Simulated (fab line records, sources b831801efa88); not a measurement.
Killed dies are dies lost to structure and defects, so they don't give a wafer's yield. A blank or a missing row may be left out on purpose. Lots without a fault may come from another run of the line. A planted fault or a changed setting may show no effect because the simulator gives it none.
fab line records | flow sky130
record lots=6 wafers=18 last_day=49
route steps=708 shown GATE_OXIDE@201 POLY_GATE@204 RES_PROTECT@206 LDD_N@237 PAD_OPEN@708
lots that met no fault: from a run of the same line without faults
start_h: hours from the record's first day to the start of the lot's first wafer shown | wait_h: hours since the lot's step before | " the same as in the row above | L1.1+2: a row that stands for several wafers | - no value, or no start given | * or withheld: withheld | < > ~ a bound
route shown NAME@n: a module of which the file shows steps, and the number in the route of the first | usual: mean/standard deviation of fault-free wafers | same: alike in all rows | chamber/n: place in a boat | sites: the reading at each site | _std_site: their standard deviation | _edge_site: outer sites' mean less inner sites' | radius_mm: how far each site lies from the wafer's centre | mask NAME#n: copy n | behind: the tool/chamber that last shaped the wafer | hold: why the lot was held/for how many hours/how that ended | device: the transistor (n, p or np) that didn't switch | end of line: the same wafers' tests at the end of the route | a step without rows: its recipe alone | killed: dies lost to structure and defects at the first sort, not the wafer's yield | map: a wafer's dies, x killed, . not, _ none there
set.NAME: the setting as run; set.NAME@STEP: as run at that earlier step | model.NAME: the simulator's own value behind a step, which no gauge read
lots at some steps of the route; a table a step, a row a wafer
services: from which hour (start_h, from the record's first day; less than 0 if before it) a tool's chamber was out of use, for how many hours, and why
## steps
# step SKY_GATE_OXIDE_TW_MEAS_14
# usual GATE_OXIDE_TW=225.4/1.1
# columns lot.wafer tool chamber start_h wait_h GATE_OXIDE_TW
L893.2 film_metro-02 - 294.29 0.1 225.3
L893.3 " - " " 224.6
L893.5 " - " " 224.9
L896.1 film_metro-02 - 329.50 0.1 225.0
L896.5 " - " " 226.8
L896.6 " - " " 226.6
L897.1 film_metro-02 - 336.30 0.1 224.8
L897.3 " - " " 225.3
L897.4 " - " " 225.9
L902.1 film_metro-01 - 386.91 0.1 224.6
L902.2 " - " " 224.7
L902.5 " - " " 224.5
L905.2 film_metro-01 - 405.41 0.1 225.7
L905.3 " - " " 225.1
L905.5 " - " " 224.9
L908.1 film_metro-01 - 462.52 0.1 227.1
L908.3 " - " " 227.3
L908.6 " - " " 226.6
# step SKY_GATE_OXIDE_CLEAN_15
# recipe chemistry=SC1/SC2 mix=1:4:20 temp_c=70 time_s=150 dry=n2_spin
# step SKY_GATE_OXIDE_OXIDATION_16
# recipe temp_c=800 ambient=O2 idle_temp_c=700 ramp_up_c_per_min=10 ramp_down_c_per_min=3 stabilise_s=600 purge_s=300 target_thk_a=35.7 ox_time_s=1915
# step SKY_POLY_GATE_CVD_00
# recipe material=poly-Si target_thk_nm=180 temp_c=620 time_s=720 pressure_mtorr=200
# step SKY_POLY_GATE_THK_MEAS_01
# recipe reads=poly-Si_of_POLY_GATE_CVD_00
# usual POLY_GATE_CVD_00_THK=179.9/1.6
# columns lot.wafer tool chamber start_h wait_h POLY_GATE_CVD_00_THK[nm]
L893.2 film_metro-03 - 298.42 0.1 183.7
L893.3 " - " " 182.3
L893.5 " - " " 181.3
L896.1 film_metro-04 - 332.34 0.0 179.1
L896.5 " - " " 180.8
L896.6 " - " " 181.9
L897.1 film_metro-04 - 341.08 0.0 179.8
L897.3 " - " " 180.1
L897.4 " - " " 178.8
L902.1 film_metro-02 - 390.94 0.0 179.4
L902.2 " - " " 180.8
L902.5 " - " " 180.0
L905.2 film_metro-03 - 408.25 0.0 178.8
L905.3 " - " " 178.6
L905.5 " - " " 179.0
L908.1 film_metro-03 - 465.66 0.0 179.5
L908.3 " - " " 178.7
L908.6 " - " " 177.8
# step SKY_RES_PROTECT_DEHYDRATE_00
# recipe temp_c=200 time_s=60
# step SKY_RES_PROTECT_HMDS_01
# recipe prime_time_s=60 prime_temp_c=120
# step SKY_RES_PROTECT_COAT_02
# recipe resist=NOVOLAK spin_rpm=3000 resist_thk_nm=1140
# step SKY_RES_PROTECT_SOFTBAKE_03
# recipe temp_c=90 time_s=60 resist=NOVOLAK
# step SKY_RES_PROTECT_EXPOSE_04
# recipe mask_id=RPM na=0.6 source_shape=conventional sigma_outer=0.6 polarization=unpolarized target_cd_nm=1270 dose_mj=131
# step SKY_RES_PROTECT_PEB_05
# recipe temp_c=withheld time_s=* resist=NOVOLAK
# step SKY_RES_PROTECT_DEVELOP_06
# recipe resist=NOVOLAK developer=TMAH develop_time_s=60 dev_temp_c=23
# step SKY_POLY_GATE_IMPLANT_02
# recipe species=P energy_kev=30 dose_cm2=7.7e+15 tilt_deg=0
# usual faraday_current_uA=11910/1800
# columns lot.wafer tool chamber start_h wait_h faraday_current_uA
L893.2 implanter-03 0 324.41 0.1 14863
L893.3 " 0 " " 14305
L893.5 " 0 " " 14490
L896.1 implanter-03 0 359.54 0.1 14691
L896.5 " 0 " " 14330
L896.6 " 0 " " 14423
L897.1 implanter-02 0 368.69 0.1 11486
L897.3 " 0 " " 11668
L897.4 " 0 " " 11681
L902.1 implanter-03 0 419.43 0.1 14255
L902.2 " 0 " " 14523
L902.5 " 0 " " 14239
L905.2 implanter-03 0 438.94 0.1 14401
L905.3 " 0 " " 14642
L905.5 " 0 " " 14447
L908.1 implanter-01 0 495.76 0.1 10369
L908.3 " 0 " " 10217
L908.6 " 0 " " 10160
# step SKY_RES_PROTECT_STRIP_07
# recipe chemistry=O2/N2 power_w=1400 pressure_mtorr=1500 platen_temp_c=withheld o2_flow_sccm=3000 n2_flow_sccm=300 overash_fraction=0.5
# usual drypump_motor_current_A=5.6/0.42 oes_product_au=0.517/0.0042 strip_time_to_endpoint_s=23.30/0.041
# columns lot.wafer tool chamber start_h wait_h drypump_motor_current_A oes_product_au rf_hours_counter_h strip_time_to_endpoint_s
L893.2 plasma_asher-02 0 324.54 0.1 5.0 0.518 21 23.32
L893.3 " 1 " " 5.6 0.516 - 23.27
L893.5 " 1 " " 5.6 0.517 - 23.33
L896.1 plasma_asher-04 1 359.69 0.1 6.0 0.519 67 23.37
L896.5 " 0 " " 6.1 0.517 - 23.32
L896.6 " 1 " " 6.0 0.521 - 23.28
L897.1 plasma_asher-04 1 368.84 0.1 6.0 0.511 68 23.27
L897.3 " 1 " " 6.0 0.517 - 23.26
L897.4 " 0 " " 6.1 0.520 - 23.26
L902.1 plasma_asher-03 1 419.58 0.1 5.7 0.508 59 23.31
L902.2 " 0 " " 5.5 0.516 59 23.28
L902.5 " 1 " " 5.7 0.511 - 23.30
L905.2 plasma_asher-04 0 439.06 0.1 6.1 0.522 76 23.28
L905.3 " 0 " " 6.1 0.508 - 23.27
L905.5 " 0 " " 6.1 0.520 - 23.25
L908.1 plasma_asher-02 0 495.91 0.1 4.9 0.507 38 23.29
L908.3 " 1 " " 5.6 0.517 - 23.29
L908.6 " 1 " " 5.6 0.511 - 23.32
# step SKY_RES_PROTECT_TW_MEAS_08
# usual POLY_GATE_TW=4040/28
# columns lot.wafer tool chamber start_h wait_h POLY_GATE_TW
L893.2 film_metro-02 - 324.65 0.1 4063
L893.3 " - " " 4058
L893.5 " - " " 4060
L896.1 film_metro-03 - 359.79 0.1 4013
L896.5 " - " " 3994
L896.6 " - " " 4001
L897.1 film_metro-02 - 368.94 0.1 4059
L897.3 " - " " 4034
L897.4 " - " " 4036
L902.1 film_metro-03 - 419.68 0.1 4026
L902.2 " - " " 4041
L902.5 " - " " 4018
L905.2 film_metro-03 - 439.17 0.1 3975
L905.3 " - " " 3986
L905.5 " - " " 3998
L908.1 film_metro-03 - 496.01 0.1 4036
L908.3 " - " " 4032
L908.6 " - " " 4025
# step SKY_RES_PROTECT_CLEAN_09
# recipe chemistry=SC1/SC2 mix=1:4:20 temp_c=70 time_s=150 dry=n2_spin
# step SKY_POLY_GATE_CVD_03
# recipe material=Si3N4 precursor=DCS/NH3 target_thk_nm=75 temp_c=770 time_s=1290 pressure_mtorr=250
# step SKY_POLY_GATE_THK_MEAS_04
# recipe reads=Si3N4_of_POLY_GATE_CVD_03
# usual POLY_GATE_CVD_03_THK=75.0/0.7
# columns lot.wafer tool chamber start_h wait_h POLY_GATE_CVD_03_THK[nm]
L893.2 film_metro-03 - 326.69 0.0 74.9
L893.3 " - " " 75.2
L893.5 " - " " 74.7
L896.1 film_metro-02 - 361.25 0.0 74.5
L896.5 " - " " 75.0
L896.6 " - " " 75.1
L897.1 film_metro-02 - 395.34 0.0 75.2
L897.3 " - " " 75.3
L897.4 " - " " 75.6
L902.1 film_metro-02 - 421.15 0.0 77.4
L902.2 " - " " 76.8
L902.5 " - " " 77.0
L905.2 film_metro-02 - 441.65 0.0 75.2
L905.3 " - " " 75.3
L905.5 " - " " 75.0
L908.1 film_metro-03 - 499.97 0.0 74.0
L908.3 " - " " 74.7
L908.6 " - " " 74.2
# step SKY_POLY_GATE_DEHYDRATE_05
# recipe temp_c=200 time_s=60
# step SKY_POLY_GATE_HMDS_06
# recipe prime_time_s=60 prime_temp_c=120
# step SKY_POLY_GATE_COAT_07
# recipe resist=BARC temp_c=withheld time_s=withheld spin_rpm=3000 resist_thk_nm=110
# step SKY_POLY_GATE_COAT_08
# recipe resist=KrF-thick spin_rpm=3000 resist_thk_nm=450
# step SKY_POLY_GATE_SOFTBAKE_09
# recipe temp_c=100 time_s=90 resist=KrF-thick
# step SKY_POLY_GATE_EXPOSE_10
# recipe mask_id=P1M na=0.68 source_shape=conventional sigma_outer=0.6 target_cd_nm=150 dose_mj=28
# step SKY_POLY_GATE_PEB_11
# recipe peb_temp_c=withheld peb_time_s=withheld resist=KrF-thick
# step SKY_POLY_GATE_DEVELOP_12
# recipe develop_time_s=60 resist=KrF-thick dev_temp_c=21
# step SKY_POLY_GATE_CD_MEAS_13
# recipe target_cd_nm=150
# usual cd_nm=150.3/1.1
# columns lot.wafer tool chamber start_h wait_h cd_nm
L893.2 cd_sem-01 - 353.93 - 149.9
L893.3 " - " " 149.9
L893.5 " - " " 150.5
L896.1 cd_sem-01 - 389.14 - 149.5
L896.5 " - " " 149.5
L896.6 " - " " 149.6
L897.1 cd_sem-01 - 425.22 - 149.2
L897.3 " - " " 150.3
L897.4 " - " " 149.0
L902.1 cd_sem-01 - 451.79 - 149.8
L902.2 " - " " 149.6
L902.5 " - " " 151.5
L905.2 cd_sem-01 - 472.49 - 149.7
L905.3 " - " " 150.7
L905.5 " - " " 149.8
L908.1 cd_sem-01 - 529.59 - 149.3
L908.3 " - " " 148.9
L908.6 " - " " 149.4
# step SKY_POLY_GATE_OVL_MEAS_14
# usual POLY_GATE_OVL=4/5.3
# columns lot.wafer tool chamber start_h wait_h POLY_GATE_OVL[nm]
L893.2 overlay-02 - 354.04 0.1 -3
L893.3 " - " " -9
L893.5 " - " " -5
L896.1 overlay-02 - 389.26 0.1 9
L896.5 " - " " 11
L896.6 " - " " 3
L897.1 overlay-02 - 425.34 0.1 9
L897.3 " - " " 4
L897.4 " - " " 11
L902.1 overlay-02 - 451.91 0.1 -4
L902.2 " - " " 0
L902.5 " - " " 1
L905.2 overlay-02 - 472.60 0.1 2
L905.3 " - " " 0
L905.5 " - " " -3
L908.1 overlay-01 - 529.71 0.1 -1
L908.3 " - " " -2
L908.6 " - " " -9
# step SKY_POLY_GATE_ETCH_15
# recipe chemistry=N2/H2 target=BARC ion_energy_ev=200 source_w=500 bias_w=100 pressure_mtorr=30 n2_flow_sccm=100 h2_flow_sccm=200 stop_on=SiO2 time_s=118.5 target_depth_a=1100
# usual drypump_motor_current_A=5.5/0.53 oes_product_au=0.716/0.0046 throttle_valve_pct=13.213/0.0087
# columns lot.wafer tool chamber start_h wait_h drypump_motor_current_A oes_product_au rf_hours_counter_h throttle_valve_pct
L893.2 rie_diel-01 2 354.07 0.0 5.0 0.713 10 13.224
L893.3 " 1 " " 6.1 0.711 82 13.208
L893.5 " 0 " " 4.8 0.710 - 13.206
L896.1 rie_diel-03 3 389.29 0.0 5.4 0.714 104 13.217
L896.5 " 0 " " 5.6 0.712 - 13.200
L896.6 " 1 " " 6.0 0.713 - 13.219
L897.1 rie_diel-03 2 425.38 0.0 6.7 0.717 2 13.211
L897.3 " 1 " " 6.1 0.716 4 13.207
L897.4 " 2 " " 6.7 0.713 - 13.208
L902.1 rie_diel-01 1 451.94 0.0 6.1 0.722 84 13.213
L902.2 " 2 " " 5.0 0.717 12 13.227
L902.5 " 1 " " 6.1 0.713 - 13.206
L905.2 rie_diel-03 0 472.63 0.0 5.6 0.722 42 13.204
L905.3 " 3 " " 5.4 0.708 1 13.222
L905.5 " 3 " " 5.4 0.710 - 13.219
L908.1 rie_diel-01 0 529.74 0.0 4.8 0.715 13 13.210
L908.3 " 3 " " 6.0 0.722 26 13.203
L908.6 " 3 " " 6.0 0.707 - 13.204
# step SKY_POLY_GATE_ETCH_16
# recipe stop_on=poly-Si chemistry=CH3F/O2 target=Si3N4 source_w=400 bias_w=80 pressure_mtorr=25 ch3f_flow_sccm=40 O2_flow_sccm=30 time_s=147.5 target_depth_a=750
# usual drypump_motor_current_A=5.5/0.52 oes_product_au=0.640/0.0051 throttle_valve_pct=10.535/0.0092
# columns lot.wafer tool chamber start_h wait_h drypump_motor_current_A oes_product_au rf_hours_counter_h throttle_valve_pct
L893.2 rie_diel-01 2 354.15 0.0 5.0 0.643 10 10.527
L893.3 " 1 " " 6.1 0.641 82 10.552
L893.5 " 0 " " 4.8 0.637 - 10.516
L896.1 rie_diel-03 3 389.37 0.0 5.4 0.634 104 10.534
L896.5 " 0 " " 5.6 0.633 - 10.536
L896.6 " 1 " " 6.0 0.640 - 10.543
L897.1 rie_diel-03 2 425.46 0.0 6.6 0.642 2 10.545
L897.3 " 1 " " 6.0 0.634 4 10.543
L897.4 " 2 " " 6.6 0.641 - 10.544
L902.1 rie_diel-01 1 452.02 0.0 6.0 0.643 84 10.545
L902.2 " 2 " " 5.0 0.651 12 10.540
L902.5 " 1 " " 6.0 0.643 - 10.524
L905.2 rie_diel-03 0 472.71 0.0 5.6 0.645 42 10.546
L905.3 " 3 " " 5.4 0.636 1 10.522
L905.5 " 3 " " 5.4 0.641 - 10.530
L908.1 rie_diel-01 0 529.82 0.0 4.8 0.632 13 10.544
L908.3 " 3 " " 6.0 0.649 26 10.538
L908.6 " 3 " " 6.0 0.636 - 10.535
# step SKY_POLY_GATE_ETCH_17
# recipe target_depth_nm=180 stop_on=SiO2 over_etch_frac=0.56667 chemistry=HBr/Cl2 target=poly-Si icp_w=400 bias_w=100 pressure_mtorr=10 HBr_flow_sccm=150 Cl2_flow_sccm=50 time_s=70.5
# usual drypump_motor_current_A=5.81/0.26 he_backside_leak_sccm=2.7/0.32 oes_product_au=0.985/0.0066 throttle_valve_pct=33.684/0.0089
# columns lot.wafer tool chamber start_h wait_h drypump_motor_current_A he_backside_leak_sccm oes_product_au rf_hours_counter_h throttle_valve_pct
L893.2 rie_si-01 2 354.25 0.0 5.96 2.9 0.998 54 33.681
L893.3 " 0 " " 6.09 3.0 0.980 33 33.674
L893.5 " 2 " " 5.95 3.0 0.991 - 33.696
L896.1 rie_si-02 0 389.47 0.0 5.66 2.4 0.974 0 33.688
L896.5 " 3 " " 5.68 2.3 0.993 - 33.683
L896.6 " 2 " " 5.87 2.9 0.995 - 33.680
L897.1 rie_si-01 3 425.56 0.0 6.16 2.9 0.984 0 33.685
L897.3 " 0 " " 6.11 3.1 0.984 33 33.672
L897.4 " 1 " " 5.34 2.4 0.984 52 33.680
L902.1 rie_si-02 3 452.12 0.0 5.66 2.2 0.979 24 33.689
L902.2 " 0 " " 5.64 2.5 0.983 1 33.680
L902.5 " 1 " " 5.66 2.6 0.986 - 33.687
L905.2 rie_si-02 1 472.81 0.0 5.69 2.7 0.984 2 33.690
L905.3 " 0 " " 5.65 2.6 0.983 1 33.692
L905.5 " 0 " " 5.65 2.5 0.984 - 33.690
L908.1 rie_si-01 0 529.92 0.0 6.06 3.0 0.982 34 33.669
L908.3 " 3 " " 6.16 2.8 0.982 1 33.685
L908.6 " 0 " " 6.08 3.1 0.980 - 33.701
# step SKY_POLY_GATE_STRIP_18
# recipe chemistry=O2/N2 power_w=1400 pressure_mtorr=1500 platen_temp_c=withheld o2_flow_sccm=3000 n2_flow_sccm=300 overash_fraction=0.5
# usual drypump_motor_current_A=5.4/0.34 oes_product_au=0.361/0.0049 strip_time_to_endpoint_s=3.170/0.024
# columns lot.wafer tool chamber start_h wait_h drypump_motor_current_A oes_product_au rf_hours_counter_h strip_time_to_endpoint_s
L893.2 plasma_asher-03 1 354.30 0.0 5.8 0.359 53 3.148
L893.3 " 0 " " 5.5 0.365 - 3.194
L893.5 " 1 " " 5.7 0.362 - 3.197
L896.1 plasma_asher-02 1 389.53 0.0 5.6 0.357 28 3.173
L896.5 " 0 " " 5.0 0.348 - 3.178
L896.6 " 1 " " 5.6 0.355 - 3.206
L897.1 plasma_asher-03 1 425.62 0.0 5.7 0.360 60 3.147
L897.3 " 0 " " 5.5 0.363 - 3.179
L897.4 " 1 " " 5.8 0.358 - 3.163
L902.1 plasma_asher-01 1 452.18 0.0 5.3 0.363 2 3.229
L902.2 " 0 " " 4.8 0.354 2 3.172
L902.5 " 0 " " 4.8 0.358 - 3.192
L905.2 plasma_asher-02 0 472.87 0.0 5.0 0.366 36 3.186
L905.3 " 0 " " 4.9 0.364 - 3.190
L905.5 " 1 " " 5.6 0.365 - 3.184
L908.1 plasma_asher-02 1 529.98 0.0 5.6 0.352 42 3.154
L908.3 " 0 " " 5.0 0.357 - 3.143
L908.6 " 0 " " 5.0 0.354 - 3.179
# step SKY_POLY_GATE_CLEAN_19
# recipe chemistry=SC1/SC2 mix=1:4:20 temp_c=70 time_s=150 dry=n2_spin
# step SKY_POLY_GATE_OXIDATION_20
# recipe temp_c=850 ambient=O2 stabilise_s=600 purge_s=300 target_thk_a=40 ox_time_s=899
# step SKY_POLY_GATE_THK_MEAS_21
# recipe reads=SiO2_of_POLY_GATE_OXIDATION_20
# usual POLY_GATE_OXIDATION_THK=3.99/0.079
# columns lot.wafer tool chamber start_h wait_h POLY_GATE_OXIDATION_THK[nm]
L893.2 film_metro-03 - 356.31 0.0 4.08
L893.3 " - " " 4.05
L893.5 " - " " 4.06
L896.1 film_metro-03 - 390.99 0.0 4.12
L896.5 " - " " 3.98
L896.6 " - " " 3.97
L897.1 film_metro-03 - 427.99 0.0 4.04
L897.3 " - " " 4.04
L897.4 " - " " 3.96
L902.1 film_metro-03 - 453.58 0.0 4.07
L902.2 " - " " 4.17
L902.5 " - " " 4.08
L905.2 film_metro-03 - 474.28 0.0 4.02
L905.3 " - " " 3.96
L905.5 " - " " 4.07
L908.1 film_metro-03 - 531.46 0.0 4.07
L908.3 " - " " 4.15
L908.6 " - " " 4.11
# step SKY_POLY_GATE_CD_MEAS_22
# usual cd_nm=150.6/1.9
# columns lot.wafer tool chamber start_h wait_h cd_nm
L893.2 cd_sem-02 - 356.39 0.1 152.8
L893.3 " - " " 148.7
L893.5 " - " " 151.9
L896.1 cd_sem-01 - 391.05 0.1 147.8
L896.5 " - " " 149.8
L896.6 " - " " 150.4
L897.1 cd_sem-01 - 428.05 0.1 150.2
L897.3 " - " " 151.0
L897.4 " - " " 148.5
L902.1 cd_sem-02 - 453.64 0.1 148.1
L902.2 " - " " 150.9
L902.5 " - " " 150.1
L905.2 cd_sem-02 - 474.36 0.1 149.8
L905.3 " - " " 150.9
L905.5 " - " " 149.0
L908.1 cd_sem-02 - 531.52 0.1 150.9
L908.3 " - " " 148.1
L908.6 " - " " 148.2
# step SKY_LDD_N_DEHYDRATE_00
# recipe temp_c=200 time_s=60
# step SKY_LDD_N_HMDS_01
# recipe prime_time_s=60 prime_temp_c=120
# step SKY_LDD_N_COAT_02
# recipe resist=NOVOLAK spin_rpm=3000 resist_thk_nm=300
# step SKY_LDD_N_SOFTBAKE_03
# recipe temp_c=90 time_s=60 resist=NOVOLAK
# step SKY_LDD_N_EXPOSE_04
# recipe mask_id=NTM target_cd_nm=840 na=0.6 source_shape=conventional sigma_outer=0.6 dose_mj=110
# step SKY_LDD_N_PEB_05
# recipe temp_c=withheld time_s=* resist=NOVOLAK
# step SKY_PAD_OPEN_PROBE_99
# usual killed_at_M0_to_M3=44/7 killed_at_M4_up=3.0/1.9 killed_at_contacts=24/5.4 killed_at_front_end=15/4.6 killed_at_other=0.3/0.5 killed_dies=87/10 killed_open=47/7 killed_short=40/6.2
# same gross_dies=492 killed_at_back_side=0
# columns lot.wafer tool chamber start_h wait_h killed_at_M0_to_M3 killed_at_M4_up killed_at_contacts killed_at_front_end killed_at_other killed_dies killed_open killed_short model.etest.res_poly.rs_ohm_sq_rim_less_centre model.etest.res_poly.rs_ohm_sq_range
L893.2 prober-02 - 1058.44 0.1 53 5 28 24 2 112 65 47 -0.2852 1.2
L893.3 prober-02 - 1058.49 0.2 48 3 21 19 0 91 51 40 -0.4407 1.427
L893.5 prober-02 - 1058.59 0.2 47 0 27 10 0 84 48 36 -1.022 1.222
L896.1 prober-01 - 1085.15 0.1 38 5 28 19 0 90 51 39 0.1416 0.7906
L896.5 prober-01 - 1085.35 0.2 47 5 25 13 0 90 52 38 -0.0876 0.6464
L896.6 prober-01 - 1085.40 0.2 54 1 29 12 0 96 52 44 0.316 0.6355
L897.1 prober-02 - 1109.01 0.1 45 1 13 13 0 72 34 38 -1.138 1.475
L897.3 prober-02 - 1109.11 0.2 42 5 22 13 0 82 44 38 -2.207 2.764
L897.4 prober-02 - 1109.16 0.2 44 1 26 8 0 79 41 38 -1.556 1.98
L902.1 prober-01 - 1128.11 0.1 52 1 17 18 0 88 44 44 -1.926 3.568
L902.2 prober-01 - 1128.16 0.1 34 4 24 15 0 77 38 39 -1.942 2.17
L902.5 prober-01 - 1128.31 0.2 42 4 30 13 0 89 46 43 -2.988 3.183
L905.2 prober-02 - 1140.70 0.1 37 3 25 19 0 84 47 37 -3.843 4.622
L905.3 prober-02 - 1140.75 0.2 48 4 26 26 0 104 62 42 -3.122 3.818
L905.5 prober-02 - 1140.85 0.2 48 4 19 29 0 100 50 50 -3.833 4.513
L908.1 prober-01 - 1178.80 0.1 55 4 24 21 0 104 55 49 1.25 1.864
L908.3 prober-01 - 1178.90 0.2 34 8 33 11 0 86 43 43 1.496 1.696
L908.6 prober-01 - 1179.05 0.2 57 5 23 12 1 98 56 42 1.435 1.638
# killed by level:class
L893.2 LI_CONTACT:geometric_particle:open=13 VIA2:geometric_particle:open=10 CONTACT:geometric_particle:open=9 VIA1:geometric_particle:open=8 POLY_GATE:geometric_particle:short=7 METAL3:geometric_particle:short=7 POLY_GATE:geometric_particle:open=6 VIA3:geometric_particle:open=6
L893.3 VIA1:geometric_particle:open=13 CONTACT:geometric_particle:open=8 FIELD_ISO:geometric_particle:short=6 POLY_GATE:geometric_particle:open=6 LI_CONTACT:geometric_particle:open=6 VIA3:geometric_particle:open=6 METAL1:geometric_particle:short=6 VIA2:geometric_particle:open=6
L893.5 VIA1:geometric_particle:open=10 CONTACT:geometric_particle:short=9 VIA3:geometric_particle:open=9 CONTACT:geometric_particle:open=8 LI_CONTACT:geometric_particle:open=7 VIA1:geometric_particle:short=6 METAL2:geometric_particle:short=6 VIA2:geometric_particle:open=5
L896.1 LI_CONTACT:geometric_particle:open=11 METAL2:geometric_particle:short=10 CONTACT:geometric_particle:open=8 FIELD_ISO:geometric_particle:short=5 VIA1:geometric_particle:open=5 VIA2:geometric_particle:open=5 FIELD_ISO:geometric_particle:open=4 SPACER:geometric_particle:open=4
L896.5 VIA1:geometric_particle:open=13 LI_CONTACT:geometric_particle:open=10 CONTACT:geometric_particle:open=8 METAL1:geometric_particle:short=7 VIA3:geometric_particle:open=6 METAL4:geometric_particle:short=5 METAL2:geometric_particle:short=4 VIA2:geometric_particle:open=4
L896.6 CONTACT:geometric_particle:open=12 METAL1:geometric_particle:short=12 VIA3:geometric_particle:open=10 VIA1:geometric_particle:open=9 LI_CONTACT:geometric_particle:open=7 VIA2:geometric_particle:open=7 LOCAL_INTERCONNECT:geometric_particle:short=5 VIA1:geometric_particle:short=5
L897.1 VIA1:geometric_particle:short=10 VIA1:geometric_particle:open=9 METAL1:geometric_particle:short=7 CONTACT:geometric_particle:open=5 VIA2:geometric_particle:open=5 VIA3:geometric_particle:short=5 FIELD_ISO:geometric_particle:open=4 FIELD_ISO:geometric_particle:short=4
L897.3 VIA1:geometric_particle:open=14 CONTACT:geometric_particle:open=8 METAL1:geometric_particle:short=7 FIELD_ISO:geometric_particle:short=5 LOCAL_INTERCONNECT:geometric_particle:short=5 VIA2:geometric_particle:open=5 LI_CONTACT:geometric_particle:open=4 CONTACT:geometric_particle:short=3
L897.4 VIA1:geometric_particle:open=10 CONTACT:geometric_particle:open=9 LI_CONTACT:geometric_particle:open=8 METAL3:geometric_particle:short=7 METAL1:geometric_particle:short=6 METAL2:geometric_particle:short=5 LOCAL_INTERCONNECT:geometric_particle:short=4 LI_CONTACT:geometric_particle:short=3
L902.1 CONTACT:geometric_particle:open=8 VIA1:geometric_particle:open=8 CONTACT:geometric_particle:short=6 METAL3:geometric_particle:short=6 VIA2:geometric_particle:short=6 VIA2:geometric_particle:open=6 VIA3:geometric_particle:open=6 POLY_GATE:geometric_particle:short=5
L902.2 CONTACT:geometric_particle:short=7 CONTACT:geometric_particle:open=7 VIA2:geometric_particle:open=7 METAL2:geometric_particle:short=6 LI_CONTACT:geometric_particle:open=5 VIA1:geometric_particle:short=5 VIA1:geometric_particle:open=5 FIELD_ISO:geometric_particle:short=4
L902.5 VIA1:geometric_particle:open=9 VIA2:geometric_particle:open=9 LI_CONTACT:geometric_particle:open=8 CONTACT:geometric_particle:open=8 CONTACT:geometric_particle:short=7 VIA1:geometric_particle:short=5 METAL2:geometric_particle:short=5 FIELD_ISO:geometric_particle:open=4
L905.2 CONTACT:geometric_particle:open=9 VIA1:geometric_particle:open=8 CONTACT:geometric_particle:short=6 VIA2:geometric_particle:open=6 VIA3:geometric_particle:open=5 FIELD_ISO:geometric_particle:short=4 POLY_GATE:geometric_particle:short=4 SPACER:geometric_particle:open=4
L905.3 VIA1:geometric_particle:open=12 VIA2:geometric_particle:open=9 LI_CONTACT:geometric_particle:open=8 CONTACT:geometric_particle:open=8 POLY_GATE:geometric_particle:open=6 POLY_GATE:geometric_particle:short=6 FIELD_ISO:geometric_particle:open=5 CONTACT:geometric_particle:short=5
L905.5 VIA1:geometric_particle:open=10 CONTACT:geometric_particle:open=8 FIELD_ISO:geometric_particle:short=7 VIA3:geometric_particle:open=7 POLY_GATE:geometric_particle:open=6 VIA1:geometric_particle:short=6 VIA2:geometric_particle:short=6 FIELD_ISO:geometric_particle:open=5
L908.1 VIA1:geometric_particle:open=13 LI_CONTACT:geometric_particle:open=8 CONTACT:geometric_particle:open=8 VIA3:geometric_particle:open=8 VIA1:geometric_particle:short=7 METAL2:geometric_particle:short=7 FIELD_ISO:geometric_particle:short=6 METAL1:geometric_particle:short=6
L908.3 CONTACT:geometric_particle:open=14 VIA1:geometric_particle:open=12 VIA1:geometric_particle:short=10 LI_CONTACT:geometric_particle:open=7 LOCAL_INTERCONNECT:geometric_particle:short=7 METAL4:geometric_particle:short=5 FIELD_ISO:geometric_particle:short=4 LI_CONTACT:geometric_particle:short=4
L908.6 VIA1:geometric_particle:open=13 CONTACT:geometric_particle:open=10 VIA3:geometric_particle:open=9 LI_CONTACT:geometric_particle:open=8 VIA1:geometric_particle:short=8 VIA2:geometric_particle:open=6 METAL1:geometric_particle:short=5 VIA3:geometric_particle:short=5
## services
# columns tool chamber start_h hours kind
rie_diel-03 - 300.60 0.2 repair
implanter-01 - 307.10 4.4 repair
rie_si-01 - 313.67 0.7 repair
implanter-03 - 314.17 5.1 repair
implanter-01 - 319.95 5.1 repair
plasma_asher-04 - 336.06 1.0 repair
plasma_asher-03 - 346.03 2.8 pm
implanter-02 - 348.22 2.6 repair
rie_diel-01 0 356.44 1.8 repair
implanter-03 - 356.94 1.8 repair
plasma_asher-03 - 361.68 6.0 repair
implanter-01 - 372.28 4.0 pm
rie_diel-03 2 378.16 7.5 repair
implanter-03 - 380.81 8.9 repair
implanter-03 - 434.70 2.2 pm
rie_si-01 3 440.90 2.6 repair
rie_si-02 2 448.96 5.1 repair
plasma_asher-03 - 456.77 14.6 pm
implanter-03 - 460.49 6.8 repair
rie_diel-03 1 462.33 10.2 repair
rie_diel-03 3 474.51 3.1 repair
implanter-03 - 501.74 3.5 repair
implanter-03 - 509.54 3.2 repair
implanter-03 - 521.44 2.0 repair
## key
first_sign none at tools or gauges
model_effect step=SKY_PAD_OPEN_PROBE_99 value=etest.res_poly.rs_ohm_sq_rim_less_centre without=-0.3759 struck=-2.942
met_at SKY_POLY_GATE_IMPLANT_02
struck_wafers L902.1,L902.2,L902.5,L905.2,L905.3,L905.5
tester_left_out L902,L905
onset_between 359.54 419.43
also_fits SKY_POLY_GATE_ETCH_17:rie_si-02
fault kind=process_parameter_drift tool=implanter-03 chamber=- onset_h=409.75 steps=SKY_POLY_GATE_IMPLANT_02 channel=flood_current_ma offset=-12 shape=step end_h=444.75
# tester_left_out: of these lots the tester's yield and bins aren't shown, on N5 and GAA mostly nor the transistor test; their killed dies are dies lost to structure and defects alone, not to doping, threshold or leakage, so they don't give the yield
